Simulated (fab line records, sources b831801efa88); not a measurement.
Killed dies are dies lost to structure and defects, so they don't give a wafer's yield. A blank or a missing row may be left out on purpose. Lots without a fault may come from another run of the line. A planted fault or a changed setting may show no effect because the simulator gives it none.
fab line records | flow gf180mcu
record lots=5 wafers=15 last_day=34
route steps=602 shown NSD@262 PSD@263 SAB@264 SALICIDE@278 CONTACT@287
lots that met no fault: from a run of the same line without faults
start_h: hours from the record's first day to the start of the lot's first wafer shown | wait_h: hours since the lot's step before | " the same as in the row above | L1.1+2: a row that stands for several wafers | - no value, or no start given | * or withheld: withheld | < > ~ a bound
route shown NAME@n: a module of which the file shows steps, and the number in the route of the first | usual: mean/standard deviation of fault-free wafers | same: alike in all rows | chamber/n: place in a boat | sites: the reading at each site | _std_site: their standard deviation | _edge_site: outer sites' mean less inner sites' | radius_mm: how far each site lies from the wafer's centre | mask NAME#n: copy n | behind: the tool/chamber that last shaped the wafer | hold: why the lot was held/for how many hours/how that ended | device: the transistor (n, p or np) that didn't switch | end of line: the same wafers' tests at the end of the route | a step without rows: its recipe alone | killed: dies lost to structure and defects at the first sort, not the wafer's yield | map: a wafer's dies, x killed, . not, _ none there
set.NAME: the setting as run; set.NAME@STEP: as run at that earlier step | model.NAME: the simulator's own value behind a step, which no gauge read
lots at some steps of the route; a table a step, a row a wafer
services: from which hour (start_h, from the record's first day; less than 0 if before it) a tool's chamber was out of use, for how many hours, and why
## steps
# step GF_PSD_RS_MEAS_14
# recipe thk_meas_gauge=four-point-probe
# usual NSD_RS=46.14/0.088
# columns lot.wafer tool chamber start_h wait_h NSD_RS[ohm/sq]
L077.1 film_metro-03 - 353.99 0.1 46.11
L077.3 " - " " 46.19
L077.6 " - " " 46.25
L079.1 film_metro-03 - 377.53 0.1 46.07
L079.4 " - " " 46.07
L079.6 " - " " 46.05
L081.3 film_metro-03 - 398.23 0.1 46.00
L081.4 " - " " 46.09
L081.5 " - " " 46.07
L086.1 film_metro-04 - 427.69 0.1 46.16
L086.3 " - " " 46.28
L086.6 " - " " 46.22
L094.4 film_metro-04 - 498.75 0.1 46.10
L094.5 " - " " 46.18
L094.6 " - " " 46.10
# step GF_PSD_RS_MEAS_15
# recipe thk_meas_gauge=four-point-probe
# usual PSD_RS=108.57/0.27
# columns lot.wafer tool chamber start_h wait_h PSD_RS[ohm/sq]
L077.1 film_metro-03 - 354.11 0.1 108.76
L077.3 " - " " 108.47
L077.6 " - " " 108.76
L079.1 film_metro-03 - 377.65 0.1 108.63
L079.4 " - " " 108.80
L079.6 " - " " 108.84
L081.3 film_metro-03 - 398.35 0.1 108.51
L081.4 " - " " 108.61
L081.5 " - " " 108.27
L086.1 film_metro-04 - 427.81 0.1 108.56
L086.3 " - " " 108.68
L086.6 " - " " 108.92
L094.4 film_metro-04 - 498.87 0.1 108.42
L094.5 " - " " 108.11
L094.6 " - " " 108.22
# step GF_SAB_CVD_00
# recipe material=SiO2 target_thk_nm=50 precursor=TEOS temp_c=400 time_s=4.9302 rf_w=600
# usual heater_power_w=639/86
# columns lot.wafer tool chamber start_h wait_h heater_power_w
L077.1 pecvd-04 2 354.23 0.1 663
L077.3 " 1 " " 607
L077.6 " 2 " " 661
L079.1 pecvd-02 0 377.77 0.1 515
L079.4 " 2 " " 554
L079.6 " 0 " " 525
L081.3 pecvd-02 1 398.43 0.1 694
L081.4 " 2 " " 578
L081.5 " 0 " " 496
L086.1 pecvd-04 1 427.93 0.1 640
L086.3 " 0 " " 571
L086.6 " 2 " " 696
L094.4 pecvd-02 2 498.94 0.0 596
L094.5 " 1 " " 668
L094.6 " 0 " " 492
# step GF_SAB_THK_MEAS_01
# recipe reads=SiO2_of_SAB_CVD_00
# usual SAB_CVD_00_THK=50.0/0.72
# columns lot.wafer tool chamber start_h wait_h SAB_CVD_00_THK[nm]
L077.1 film_metro-02 - 354.25 0.0 48.7
L077.3 " - " " 49.5
L077.6 " - " " 50.6
L079.1 film_metro-02 - 377.79 0.0 49.4
L079.4 " - " " 50.0
L079.6 " - " " 50.1
L081.3 film_metro-01 - 398.47 0.0 48.9
L081.4 " - " " 49.9
L081.5 " - " " 49.7
L086.1 film_metro-03 - 427.95 0.0 49.9
L086.3 " - " " 49.6
L086.6 " - " " 49.8
L094.4 film_metro-01 - 498.98 0.0 50.0
L094.5 " - " " 49.2
L094.6 " - " " 49.9
# step GF_SAB_DEHYDRATE_02
# recipe temp_c=200 time_s=60
# columns lot.wafer tool chamber start_h wait_h
L077.1+3+6 litho_track-03 0 364.83 10.6
L079.1+4+6 litho_track-01 0 388.89 11.1
L081.3+4+5 litho_track-02 0 409.96 11.5
L086.1+3+6 litho_track-03 0 439.18 11.2
L094.4+5+6 litho_track-01 0 510.97 12.0
# step GF_SAB_HMDS_03
# recipe prime_time_s=60 prime_temp_c=120
# columns lot.wafer tool chamber start_h wait_h
L077.1+3+6 litho_track-03 0 364.98 0.1
L079.1+4+6 litho_track-01 0 389.04 0.1
L081.3+4+5 litho_track-02 0 410.11 0.1
L086.1+3+6 litho_track-03 0 439.33 0.1
L094.4+5+6 litho_track-01 0 511.12 0.1
# step GF_SAB_COAT_04
# recipe resist=NOVOLAK spin_rpm=3000 resist_thk_nm=1000
# columns lot.wafer tool chamber start_h wait_h
L077.1+3+6 litho_track-03 0 365.13 0.1
L079.1+4+6 litho_track-01 0 389.19 0.1
L081.3+4+5 litho_track-02 0 410.26 0.1
L086.1+3+6 litho_track-03 0 439.48 0.1
L094.4+5+6 litho_track-01 0 511.27 0.1
# step GF_SAB_SOFTBAKE_05
# recipe temp_c=90 time_s=60 resist=NOVOLAK
# columns lot.wafer tool chamber start_h wait_h
L077.1+3+6 litho_track-03 0 365.28 0.1
L079.1+4+6 litho_track-01 0 389.34 0.1
L081.3+4+5 litho_track-02 0 410.41 0.1
L086.1+3+6 litho_track-03 0 439.63 0.1
L094.4+5+6 litho_track-01 0 511.42 0.1
# step GF_SAB_EXPOSE_06
# recipe mask_id=SAB target_cd_nm=420 na=0.6 source_shape=conventional sigma_outer=0.6 dose_mj=140
# usual focus_offset_nm=-0.1/0.61
# columns lot.wafer tool chamber start_h wait_h mask focus_offset_nm
L077.1 iline_stepper-02 0 - - SAB#0 0.2
L077.3 " 0 " " SAB#0 0.3
L077.6 " 0 " " SAB#0 -0.5
L079.1 iline_stepper-02 0 - - SAB#0 -0.1
L079.4 " 0 " " SAB#0 0.0
L079.6 " 0 " " SAB#0 -0.6
L081.3 iline_stepper-01 0 - - SAB#0 0.9
L081.4 " 0 " " SAB#0 0.8
L081.5 " 0 " " SAB#0 1.5
L086.1 iline_stepper-02 0 - - SAB#0 -0.6
L086.3 " 0 " " SAB#0 -0.7
L086.6 " 0 " " SAB#0 -0.1
L094.4 iline_stepper-02 0 - - SAB#0 -0.5
L094.5 " 0 " " SAB#0 -0.2
L094.6 " 0 " " SAB#0 -1.7
# step GF_SAB_PEB_07
# recipe temp_c=withheld time_s=* resist=NOVOLAK
# columns lot.wafer tool chamber start_h wait_h
L077.1+3+6 litho_track-03 0 - -
L079.1+4+6 litho_track-01 0 - -
L081.3+4+5 litho_track-03 0 - -
L086.1+3+6 litho_track-03 0 - -
L094.4+5+6 litho_track-01 0 - -
# step GF_SAB_DEVELOP_08
# recipe develop_time_s=60 dev_temp_c=23
# columns lot.wafer tool chamber start_h wait_h
L077.1+3+6 litho_track-03 0 376.83 0.1
L079.1+4+6 litho_track-01 0 401.34 0.1
L081.3+4+5 litho_track-03 0 422.48 0.1
L086.1+3+6 litho_track-03 0 452.58 0.1
L094.4+5+6 litho_track-01 0 523.22 0.1
# step GF_SAB_CD_MEAS_09
# recipe target_cd_nm=420
# usual cd_nm=420.7/2.2
# columns lot.wafer tool chamber start_h wait_h cd_nm
L077.1 cd_sem-01 - 376.98 0.1 421.9
L077.3 " - " " 420.9
L077.6 " - " " 420.8
L079.1 cd_sem-02 - 401.49 0.1 420.3
L079.4 " - " " 420.2
L079.6 " - " " 421.8
L081.3 cd_sem-01 - 422.62 0.1 418.6
L081.4 " - " " 418.8
L081.5 " - " " 416.4
L086.1 cd_sem-01 - 452.73 0.1 422.1
L086.3 " - " " 423.1
L086.6 " - " " 423.6
L094.4 cd_sem-02 - 523.36 0.1 418.6
L094.5 " - " " 418.4
L094.6 " - " " 420.1
# step GF_SAB_OVL_MEAS_10
# usual SAB_OVL=0.4/1.2
# columns lot.wafer tool chamber start_h wait_h SAB_OVL[nm]
L077.1 overlay-02 - 377.10 0.1 1.3
L077.3 " - " " 0.4
L077.6 " - " " 0.4
L079.1 overlay-01 - 401.61 0.1 2.8
L079.4 " - " " 1.9
L079.6 " - " " 2.7
L081.3 overlay-02 - 422.71 0.1 0.5
L081.4 " - " " 0.7
L081.5 " - " " -0.4
L086.1 overlay-02 - 452.85 0.1 0.2
L086.3 " - " " 1.0
L086.6 " - " " 1.7
L094.4 overlay-02 - 523.44 0.1 0.6
L094.5 " - " " 0.5
L094.6 " - " " -1.1
# step GF_SAB_ETCH_11
# recipe chemistry=C4F8/O2/Ar mask_material=NOVOLAK target=SiO2 target_depth_nm=55 source_w=1500 bias_w=1200 pressure_mtorr=40 c4f8_flow_sccm=withheld O2_flow_sccm=6 Ar_flow_sccm=300 time_s=8.5
# usual oes_product_au=1.005/0.015
# columns lot.wafer tool chamber start_h wait_h oes_product_au rf_hours_counter_h
L077.1 rie_diel-01 3 377.14 0.0 1.001 34
L077.3 " 0 " " 1.004 84
L077.6 " 1 " " 1.008 -
L079.1 rie_diel-04 2 401.65 0.0 1.018 17
L079.4 " 2 " " 1.019 -
L079.6 " 1 " " 1.009 -
L081.3 rie_diel-01 2 422.74 0.0 1.007 86
L081.4 " 1 " " 1.005 4
L081.5 " 0 " " 0.991 -
L086.1 rie_diel-03 1 452.89 0.0 0.994 17
L086.3 " 2 " " 1.001 45
L086.6 " 1 " " 0.999 -
L094.4 rie_diel-04 0 523.46 0.0 0.994 2
L094.5 " 2 " " 1.036 -
L094.6 " 1 " " 1.020 -
# step GF_SAB_WET_ETCH_12
# recipe chemistry=dHF target_depth_nm=22 dry=n2_spin target=SiO2 temp_c=25 dilution=100:1 time_s=440
# columns lot.wafer tool chamber start_h wait_h
L077.1+3+6 wet_bench-01 2 377.16 0.0
L079.1+4+6 wet_bench-04 1 401.67 0.0
L081.3+4+5 wet_bench-04 3 422.76 0.0
L086.1+3+6 wet_bench-01 1 452.91 0.0
L094.4+5+6 wet_bench-04 0 523.48 0.0
# step GF_SAB_STRIP_13
# recipe chemistry=O2/N2 power_w=1400 pressure_mtorr=1500 platen_temp_c=250 o2_flow_sccm=3000 n2_flow_sccm=300 overash_fraction=0.5
# usual drypump_motor_current_A=5.7/0.32 heater_power_w=315/25 o2_flow_sccm=3001/8.1 oes_product_au=0.710/0.0047 strip_time_to_endpoint_s=12.60/0.038
# columns lot.wafer tool chamber start_h wait_h drypump_motor_current_A heater_power_w o2_flow_sccm oes_product_au rf_hours_counter_h strip_time_to_endpoint_s
L077.1 plasma_asher-03 1 377.29 0.0 5.7 301 3008 0.710 76 12.55
L077.3 " 0 " " 5.6 288 2990 0.712 - 12.59
L077.6 " 0 " " 5.6 283 2990 0.710 - 12.57
L079.1 plasma_asher-03 1 401.80 0.0 5.7 292 3021 0.711 79 12.54
L079.4 " 1 " " 5.7 305 3013 0.708 - 12.55
L079.6 " 1 " " 5.6 301 3018 0.706 - 12.57
L081.3 plasma_asher-03 1 422.92 0.0 5.7 293 3009 0.711 - 12.64
L081.4 " 0 " " 5.6 278 2988 0.709 - 12.61
L081.5 " 0 " " 5.6 276 3001 0.707 - 12.59
L086.1 plasma_asher-01 1 453.04 0.0 6.5 311 3001 0.710 2 12.63
L086.3 " 1 " " 6.5 306 3008 0.709 - 12.67
L086.6 " 0 " " 5.2 338 2989 0.707 - 12.64
L094.4 plasma_asher-03 0 523.64 0.0 5.6 280 2999 0.709 - 12.52
L094.5 " 1 " " 5.7 293 3009 0.712 - 12.56
L094.6 " 0 " " 5.6 277 2998 0.713 - 12.57
# step GF_SALICIDE_CLEAN_00
# recipe chemistry=SC1/SC2 mix=1:4:20 temp_c=70 time_s=150
# columns lot.wafer tool chamber start_h wait_h
L077.1+3+6 wet_bench-03 0 377.39 0.1
L079.1+4+6 wet_bench-03 0 401.90 0.1
L081.3+4+5 wet_bench-01 0 422.99 0.0
L086.1+3+6 wet_bench-03 1 453.14 0.1
L094.4+5+6 wet_bench-03 0 523.71 0.0
# step GF_SALICIDE_WET_ETCH_01
# recipe chemistry=dHF target_depth_nm=5 dry=ipa_marangoni target=SiO2 temp_c=25 dilution=100:1 time_s=100
# columns lot.wafer tool chamber start_h wait_h
L077.1+3+6 wet_bench-01 1 377.45 0.0
L079.1+4+6 wet_bench-01 2 401.96 0.0
L081.3+4+5 wet_bench-02 2 423.04 0.0
L086.1+3+6 wet_bench-02 0 453.19 0.0
L094.4+5+6 wet_bench-01 1 523.76 0.0
# step GF_SALICIDE_SPUTTER_02
# recipe material=Co target_thk_nm=10 power_w=1000 time_s=20 chamber_pressure_pa=0.4
# usual throttle_valve_pct=29.6/0.88
# columns lot.wafer tool chamber start_h wait_h throttle_valve_pct
L077.1 pvd_sputter-03 - 377.48 0.0 29.3
L077.3 " - " " 28.7
L077.6 " - " " 28.8
L079.1 pvd_sputter-04 - 401.99 0.0 28.2
L079.4 " - " " 30.7
L079.6 " - " " 29.5
L081.3 pvd_sputter-03 - 423.08 0.0 29.4
L081.4 " - " " 29.0
L081.5 " - " " 28.9
L086.1 pvd_sputter-04 - 453.23 0.0 30.7
L086.3 " - " " 29.9
L086.6 " - " " 29.4
L094.4 pvd_sputter-02 - 523.80 0.0 31.2
L094.5 " - " " 30.5
L094.6 " - " " 30.1
# step GF_SALICIDE_SPUTTER_03
# recipe material=TiN target_thk_nm=20 power_w=6500 time_s=16.7 chamber_pressure_pa=0.4
# usual throttle_valve_pct=29.6/0.88
# columns lot.wafer tool chamber start_h wait_h throttle_valve_pct
L077.1 pvd_sputter-03 - 377.51 0.0 29.4
L077.3 " - " " 28.8
L077.6 " - " " 28.7
L079.1 pvd_sputter-04 - 402.02 0.0 28.4
L079.4 " - " " 30.4
L079.6 " - " " 29.4
L081.3 pvd_sputter-03 - 423.10 0.0 29.4
L081.4 " - " " 28.5
L081.5 " - " " 28.7
L086.1 pvd_sputter-04 - 453.26 0.0 30.6
L086.3 " - " " 30.1
L086.6 " - " " 29.5
L094.4 pvd_sputter-02 - 523.82 0.0 31.0
L094.5 " - " " 30.5
L094.6 " - " " 29.8
# step GF_SALICIDE_RS_MEAS_04
# recipe thk_meas_gauge=four-point-probe reads=TiN_of_SALICIDE_SPUTTER_03+Co_of_SALICIDE_SPUTTER_02
# usual SALICIDE_TIN_RS=16.3/0.33
# columns lot.wafer tool chamber start_h wait_h SALICIDE_TIN_RS[ohm/sq]
L077.1 film_metro-04 - 377.54 0.0 16.4
L077.3 " - " " 16.6
L077.6 " - " " 16.6
L079.1 film_metro-02 - 402.05 0.0 15.8
L079.4 " - " " 16.9
L079.6 " - " " 16.5
L081.3 film_metro-04 - 423.17 0.1 16.1
L081.4 " - " " 16.1
L081.5 " - " " 16.2
L086.1 film_metro-03 - 453.28 0.0 16.3
L086.3 " - " " 16.1
L086.6 " - " " 16.5
L094.4 film_metro-03 - 523.91 0.1 16.4
L094.5 " - " " 16.2
L094.6 " - " " 16.0
# step GF_SALICIDE_THK_MEAS_05
# recipe thk_meas_gauge=xrf reads=TiN_of_SALICIDE_SPUTTER_03
# usual SALICIDE_TIN_THK=19.79/0.3
# columns lot.wafer tool chamber start_h wait_h SALICIDE_TIN_THK[nm]
L077.1 film_metro-04 - 377.66 0.1 19.30
L077.3 " - " " 19.88
L077.6 " - " " 19.84
L079.1 film_metro-02 - 402.17 0.1 20.28
L079.4 " - " " 19.60
L079.6 " - " " 20.12
L081.3 film_metro-04 - 423.27 0.1 19.31
L081.4 " - " " 19.93
L081.5 " - " " 20.06
L086.1 film_metro-03 - 453.40 0.1 19.59
L086.3 " - " " 19.70
L086.6 " - " " 20.00
L094.4 film_metro-03 - 524.00 0.1 20.09
L094.5 " - " " 19.58
L094.6 " - " " 20.16
# step GF_SALICIDE_RTA_06
# recipe temp_c=530 time_s=30 ambient=N2
# usual chamber_o2_ppm=2.000/0.023 lamp_power_pct=5.74/0.27 wafer_temp_C_max=532.8/0.57
# columns lot.wafer tool chamber start_h wait_h chamber_o2_ppm lamp_power_pct wafer_temp_C_max
L077.1 rtp_anneal-01 0 377.72 0.1 2.011 6.01 533.1
L077.3 " 0 " " 2.003 6.01 532.7
L077.6 " 0 " " 2.024 6.01 533.1
L079.1 rtp_anneal-01 0 402.23 0.1 1.987 6.00 533.1
L079.4 " 0 " " 2.007 6.01 532.6
L079.6 " 0 " " 2.018 6.01 533.3
L081.3 rtp_anneal-01 0 423.34 0.1 1.998 6.01 532.3
L081.4 " 0 " " 2.040 6.01 533.2
L081.5 " 0 " " 2.028 6.00 532.0
L086.1 rtp_anneal-02 0 453.46 0.1 2.009 5.46 531.7
L086.3 " 0 " " 1.999 5.48 532.2
L086.6 " 0 " " 2.024 5.48 533.3
L094.4 rtp_anneal-02 0 524.08 0.1 1.987 5.47 532.6
L094.5 " 0 " " 1.967 5.48 533.2
L094.6 " 0 " " 2.015 5.47 532.8
# step GF_SALICIDE_WET_ETCH_07
# recipe chemistry=SPM target_depth_nm=120 dry=n2_spin
# columns lot.wafer tool chamber start_h wait_h
L077.1+3+6 wet_bench-03 3 377.82 0.1
L079.1+4+6 wet_bench-03 0 402.33 0.1
L081.3+4+5 wet_bench-01 2 423.41 0.1
L086.1+3+6 wet_bench-01 0 453.56 0.1
L094.4+5+6 wet_bench-03 2 524.13 0.0
# step GF_SALICIDE_RTA_08
# recipe temp_c=800 time_s=30 ambient=N2
# usual chamber_o2_ppm=2.000/0.022 lamp_power_pct=15.9/0.75 wafer_temp_C_max=804.2/0.93
# columns lot.wafer tool chamber start_h wait_h chamber_o2_ppm lamp_power_pct wafer_temp_C_max
L077.1 rtp_anneal-02 0 377.92 0.0 1.994 15.2 802.7
L077.3 " 0 " " 1.975 15.2 804.8
L077.6 " 0 " " 1.940 15.2 804.3
L079.1 rtp_anneal-02 0 402.43 0.0 2.030 15.2 805.8
L079.4 " 0 " " 1.988 15.2 805.0
L079.6 " 0 " " 2.017 15.2 804.6
L081.3 rtp_anneal-02 0 423.54 0.0 1.985 15.2 802.3
L081.4 " 0 " " 1.990 15.2 804.8
L081.5 " 0 " " 2.037 15.2 804.4
L086.1 rtp_anneal-01 0 453.65 0.0 2.003 16.7 804.6
L086.3 " 0 " " 2.002 16.7 803.1
L086.6 " 0 " " 1.987 16.7 804.0
L094.4 rtp_anneal-01 0 524.27 0.1 2.002 16.7 804.5
L094.5 " 0 " " 2.010 16.7 804.4
L094.6 " 0 " " 2.039 16.7 804.2
# step GF_CONTACT_CVD_00
# recipe material=SiO2 target_thk_nm=300 sigma_open_frac=0.3 temp_c=400 time_s=50 sih4_flow_sccm=60 pressure_mtorr=6
# columns lot.wafer tool chamber start_h wait_h
L077.1+3+6 hdpcvd-01 0,2,2 378.12 0.2
L079.1+4+6 hdpcvd-01 0,1,0 402.63 0.2
L081.3+4+5 hdpcvd-01 1,2,0 423.60 0.1
L086.1+3+6 hdpcvd-02 1,0,2 453.75 0.1
L094.4+5+6 hdpcvd-02 1,0,2 524.34 0.1
# step GF_CONTACT_THK_MEAS_01
# recipe reads=SiO2_of_CONTACT_CVD_00
# usual CONTACT_CVD_00_THK=301/4.2
# columns lot.wafer tool chamber start_h wait_h CONTACT_CVD_00_THK[nm]
L077.1 film_metro-04 - 378.16 0.0 302
L077.3 " - " " 299
L077.6 " - " " 298
L079.1 film_metro-04 - 402.67 0.0 302
L079.4 " - " " 304
L079.6 " - " " 300
L081.3 film_metro-04 - 423.67 0.0 306
L081.4 " - " " 304
L081.5 " - " " 301
L086.1 film_metro-04 - 453.80 0.0 297
L086.3 " - " " 295
L086.6 " - " " 294
L094.4 film_metro-04 - 524.40 0.0 295
L094.5 " - " " 304
L094.6 " - " " 298
# step GF_CONTACT_CVD_02
# recipe material=SiO2 target_thk_nm=860 precursor=TEOS temp_c=400 time_s=95.992 rf_w=600
# usual heater_power_w=638/81
# columns lot.wafer tool chamber start_h wait_h heater_power_w
L077.1 pecvd-03 0 378.22 0.1 797
L077.3 " 1 " " 636
L077.6 " 1 " " 698
L079.1 pecvd-04 1 402.73 0.1 615
L079.4 " 1 " " 639
L079.6 " 0 " " 539
L081.3 pecvd-03 1 423.71 0.0 753
L081.4 " 1 " " 601
L081.5 " 2 " " 679
L086.1 pecvd-04 2 453.86 0.1 688
L086.3 " 0 " " 538
L086.6 " 2 " " 603
L094.4 pecvd-03 0 524.46 0.1 681
L094.5 " 1 " " 686
L094.6 " 2 " " 680
# step GF_CONTACT_THK_MEAS_03
# recipe reads=SiO2_of_CONTACT_CVD_02
# usual CONTACT_CVD_02_THK=865/14
# columns lot.wafer tool chamber start_h wait_h CONTACT_CVD_02_THK[nm]
L077.1 film_metro-02 - 378.29 0.0 863
L077.3 " - " " 857
L077.6 " - " " 874
L079.1 film_metro-04 - 402.80 0.0 844
L079.4 " - " " 851
L079.6 " - " " 868
L081.3 film_metro-02 - 423.80 0.1 856
L081.4 " - " " 874
L081.5 " - " " 869
L086.1 film_metro-02 - 453.96 0.1 859
L086.3 " - " " 872
L086.6 " - " " 864
L094.4 film_metro-04 - 524.53 0.0 889
L094.5 " - " " 871
L094.6 " - " " 865
# step GF_CONTACT_CMP_04
# recipe material=SiO2 down_force_psi=4 platen_rpm=60 pad_velocity_m_s=0.94248
# usual motor_current_A=12.1/1.8 time_to_endpoint_s=116/8.6
# columns lot.wafer tool chamber start_h wait_h motor_current_A time_to_endpoint_s
L077.3 cmp-01 1 378.40 0.1 12.1 101
L077.1 " 3 " " 11.1 109
L077.6 " 1 " " 11.2 110
L079.1 cmp-02 3 402.96 0.1 14.4 115
L079.4 " 0 " " 12.7 109
L079.6 " 1 " " 12.3 117
L081.4 cmp-02 2 423.84 0.0 9.7 118
L081.3 " 1 " " 12.9 111
L081.5 " 2 " " 9.5 121
L086.1 cmp-02 3 454.07 0.1 14.5 119
L086.3 " 1 " " 12.4 118
L086.6 " 2 " " 9.6 113
L094.4 cmp-02 3 524.66 0.1 14.6 134
L094.6 " 1 " " 12.3 119
L094.5 " 2 " " 9.9 124
# step GF_CONTACT_BOW_MEAS_05
# recipe mode=bow
# usual CONTACT_BOW=65/6.6
# columns lot.wafer tool chamber start_h wait_h CONTACT_BOW[um]
L077.1 film_metro-04 - 378.65 0.1 69
L077.3 " - " " 61
L077.6 " - " " 80
L079.1 film_metro-02 - 403.20 0.2 64
L079.4 " - " " 58
L079.6 " - " " 65
L081.3 film_metro-02 - 424.18 0.1 66
L081.4 " - " " 68
L081.5 " - " " 65
L086.1 film_metro-04 - 454.32 0.2 70
L086.3 " - " " 68
L086.6 " - " " 71
L094.4 film_metro-04 - 524.92 0.2 73
L094.5 " - " " 57
L094.6 " - " " 55
# step GF_CONTACT_DEHYDRATE_06
# recipe temp_c=200 time_s=60
# columns lot.wafer tool chamber start_h wait_h
L077.1+3+6 litho_track-03 0 389.78 11.1
L079.1+4+6 litho_track-03 0 414.13 10.9
L081.3+4+5 litho_track-03 0 435.43 11.2
L086.1+3+6 litho_track-02 0 465.71 11.4
L094.4+5+6 litho_track-04 0 535.57 10.6
# step GF_CONTACT_HMDS_07
# recipe prime_time_s=61.58 prime_temp_c=120
# columns lot.wafer tool chamber start_h wait_h
L077.1+3+6 litho_track-03 0 389.93 0.1
L079.1+4+6 litho_track-03 0 414.28 0.1
L081.3+4+5 litho_track-03 0 435.58 0.1
L086.1+3+6 litho_track-02 0 465.86 0.1
L094.4+5+6 litho_track-04 0 535.72 0.1
# step GF_CONTACT_COAT_08
# recipe resist=BARC temp_c=withheld time_s=withheld spin_rpm=withheld resist_thk_nm=withheld
# columns lot.wafer tool chamber start_h wait_h
L077.1+3+6 litho_track-03 0 390.08 0.1
L079.1+4+6 litho_track-03 0 414.43 0.1
L081.3+4+5 litho_track-03 0 435.73 0.1
L086.1+3+6 litho_track-02 0 466.01 0.1
L094.4+5+6 litho_track-04 0 535.87 0.1
# step GF_CONTACT_COAT_09
# recipe resist=KrF spin_rpm=withheld resist_thk_nm=1000
# columns lot.wafer tool chamber start_h wait_h
L077.1+3+6 litho_track-03 0 - -
L079.1+4+6 litho_track-03 0 - -
L081.3+4+5 litho_track-03 0 - -
L086.1+3+6 litho_track-02 0 - -
L094.4+5+6 litho_track-04 0 - -
# step GF_CONTACT_SOFTBAKE_10
# recipe temp_c=130 time_s=60 resist=KrF
# columns lot.wafer tool chamber start_h wait_h
L077.1+3+6 litho_track-03 0 - -
L079.1+4+6 litho_track-03 0 - -
L081.3+4+5 litho_track-03 0 - -
L086.1+3+6 litho_track-02 0 - -
L094.4+5+6 litho_track-04 0 - -
# step GF_CONTACT_EXPOSE_11
# recipe mask_id=Contact target_cd_nm=220 na=0.68 source_shape=conventional sigma_outer=0.6 dose_mj=38
# usual focus_offset_nm=-0.2/0.48
# columns lot.wafer tool chamber start_h wait_h mask focus_offset_nm
L077.1 krf_scanner-02 0 - - Contact#0 0.0
L077.3 " 0 " " Contact#0 -0.1
L077.6 " 0 " " Contact#0 -0.7
L079.1 krf_scanner-01 0 - - Contact#0 -0.2
L079.4 " 0 " " Contact#0 0.5
L079.6 " 0 " " Contact#0 -0.1
L081.3 krf_scanner-02 0 - - Contact#0 -0.1
L081.4 " 0 " " Contact#0 -0.3
L081.5 " 0 " " Contact#0 0.0
L086.1 krf_scanner-02 0 - - Contact#0 -0.8
L086.3 " 0 " " Contact#0 0.0
L086.6 " 0 " " Contact#0 0.5
L094.4 krf_scanner-01 0 - - Contact#0 0.0
L094.5 " 0 " " Contact#0 0.2
L094.6 " 0 " " Contact#0 0.2
# step GF_CONTACT_PEB_12
# recipe peb_temp_c=135 peb_time_s=90 resist=KrF
# same peb_time_s=90
# columns lot.wafer tool chamber start_h wait_h
L077.1+3+6 litho_track-04 0 - -
L079.1+4+6 litho_track-03 0 - -
L081.3+4+5 litho_track-03 0 - -
L086.1+3+6 litho_track-03 0 - -
L094.4+5+6 litho_track-04 0 - -
# step GF_CONTACT_DEVELOP_13
# recipe develop_time_s=60 resist=KrF dev_temp_c=21
# columns lot.wafer tool chamber start_h wait_h
L077.1+3+6 litho_track-04 0 401.95 0.2
L079.1+4+6 litho_track-03 0 427.33 0.2
L081.3+4+5 litho_track-03 0 448.53 0.1
L086.1+3+6 litho_track-03 0 478.98 0.2
L094.4+5+6 litho_track-04 0 548.12 0.1
# step GF_CONTACT_CD_MEAS_14
# recipe target_cd_nm=220
# usual cd_nm=219.9/1.6
# columns lot.wafer tool chamber start_h wait_h cd_nm
L077.1 cd_sem-01 - 402.10 0.1 219.8
L077.3 " - " " 219.0
L077.6 " - " " 219.3
L079.1 cd_sem-02 - 427.48 0.1 220.6
L079.4 " - " " 219.0
L079.6 " - " " 219.3
L081.3 cd_sem-02 - 448.67 0.1 219.8
L081.4 " - " " 218.4
L081.5 " - " " 219.2
L086.1 cd_sem-01 - 479.13 0.1 219.6
L086.3 " - " " 220.5
L086.6 " - " " 220.4
L094.4 cd_sem-01 - 548.26 0.1 221.6
L094.5 " - " " 220.5
L094.6 " - " " 220.5
# step GF_CONTACT_OVL_MEAS_15
# usual CONTACT_OVL=3/5.1
# columns lot.wafer tool chamber start_h wait_h CONTACT_OVL[nm]
L077.1 overlay-02 - 402.22 0.1 1
L077.3 " - " " -2
L077.6 " - " " 2
L079.1 overlay-02 - 427.60 0.1 4
L079.4 " - " " 13
L079.6 " - " " 13
L081.3 overlay-02 - 448.76 0.1 9
L081.4 " - " " 6
L081.5 " - " " 6
L086.1 overlay-02 - 479.25 0.1 -8
L086.3 " - " " -4
L086.6 " - " " -5
L094.4 overlay-02 - 548.34 0.1 14
L094.5 " - " " -1
L094.6 " - " " 7
# step GF_CONTACT_ETCH_16
# recipe chemistry=N2/H2 target_depth_a=withheld overetch_a=withheld time_s=withheld target=BARC ion_energy_ev=200 source_w=500 bias_w=100 pressure_mtorr=30 n2_flow_sccm=100 h2_flow_sccm=200
# usual drypump_motor_current_A=6.0/0.44 oes_product_au=0.856/0.0045 throttle_valve_pct=13.226/0.0093
# columns lot.wafer tool chamber start_h wait_h drypump_motor_current_A oes_product_au throttle_valve_pct
L077.1 rie_diel-03 2 402.26 0.0 6.5 0.853 13.234
L077.3 " 3 " " 6.6 0.861 13.224
L077.6 " 1 " " 5.7 0.851 13.227
L079.1 rie_diel-03 3 427.64 0.0 6.6 0.862 13.216
L079.4 " 0 " " 6.6 0.865 13.213
L079.6 " 1 " " 5.7 0.850 13.249
L081.3 rie_diel-03 2 448.79 0.0 6.5 0.847 13.232
L081.4 " 1 " " 5.7 0.847 13.220
L081.5 " 0 " " 6.6 0.848 13.242
L086.1 rie_diel-02 3 479.29 0.0 6.1 0.857 13.240
L086.3 " 1 " " 5.7 0.858 13.218
L086.6 " 2 " " 6.2 0.854 13.208
L094.4 rie_diel-03 0 548.38 0.0 6.6 0.858 13.238
L094.5 " 1 " " 5.7 0.854 13.232
L094.6 " 2 " " 6.5 0.860 13.231
## services
# columns tool chamber start_h hours kind
hdpcvd-01 - 343.43 0.7 repair
krf_scanner-02 - 346.02 4.0 pm
iline_stepper-02 - 349.18 4.8 repair
krf_scanner-02 - 356.75 0.8 pm
iline_stepper-02 - 357.04 1.7 pm
cmp-02 - 357.99 1.6 repair
hdpcvd-01 - 360.88 0.9 repair
cmp-02 - 363.64 1.3 repair
wet_bench-01 - 372.72 4.2 repair
rtp_anneal-01 - 383.29 5.5 pm
hdpcvd-01 - 384.78 0.3 repair
rie_diel-03 0 401.58 2.6 repair
krf_scanner-02 - 407.23 1.3 pm
pvd_sputter-03 - 413.20 1.9 repair
cmp-02 - 415.87 5.8 pm
pvd_sputter-03 - 432.01 9.3 repair
pecvd-04 1 448.53 16.2 repair
iline_stepper-02 - 450.26 8.9 pm
rie_diel-03 - 462.11 0.2 repair
rie_diel-03 0 462.51 4.7 repair
iline_stepper-02 - 476.88 1.4 repair
wet_bench-01 - 496.84 4.4 pm
rie_diel-03 3 533.19 16.7 repair
pvd_sputter-04 - 543.83 2.0 repair
## key
fault none
